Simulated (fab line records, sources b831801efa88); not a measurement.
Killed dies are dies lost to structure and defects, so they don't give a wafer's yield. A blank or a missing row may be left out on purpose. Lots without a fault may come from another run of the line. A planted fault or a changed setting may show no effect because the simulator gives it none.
Which tool did it? | flow gf180mcu | 12 lots, 36 wafers sampled, at 1 step of a route of 602

WHAT THE GAUGES READ, wafer by wafer
GF_NWELL_TW_MEAS_11.
lot  | measured    | on            | NWELL_TW
L075 | day 3 15:14 | film_metro-03 | 1579 1581 1577
L077 | day 4 01:52 | film_metro-02 | 1576 1567 1580
L079 | day 4 11:04 | film_metro-01 | 1587 1589 1589
L081 | day 4 21:59 | film_metro-03 | 1566 1568 1565
L083 | day 5 10:52 | film_metro-03 | 1561 1563 1571
L085 | day 5 21:04 | film_metro-03 | 1572 1568 1572
L087 | day 6 07:19 | film_metro-02 | 1570 1579 1569
L089 | day 6 17:32 | film_metro-01 | 1590 1588 1587
L091 | day 7 04:22 | film_metro-01 | 1591 1587 1593
L093 | day 7 15:25 | film_metro-01 | 1593 1588 1592
L095 | day 8 02:59 | film_metro-02 | 1566 1572 1579
L097 | day 8 15:20 | film_metro-03 | 1563 1570 1567

WHICH TOOL RAN EACH LOT (tool, then ch and the chambers of the sampled wafers, then the start)
The record holds no process step before these readings.

THE ANSWER, worked out from the rows above alone
Rule: what is usual is taken from the lots themselves. Put in order of their means at a reading, lots are off if they are a third of the lots or fewer, leave a main group of 4 or more, and stand apart from it by a gap of 3 or more times the standard deviation of the main group's means; of several such gaps the widest counts. A main group whose means are all the same, to the digits that the tables above print for the reading, isn't used. A lot without any number at a reading at which 4 lots or more have one is off too. The other lots that the step has rows for count as sound.
No lot is off at any reading shown: from this, nothing can be told.

WHAT THE SIMULATOR HAD PUT IN
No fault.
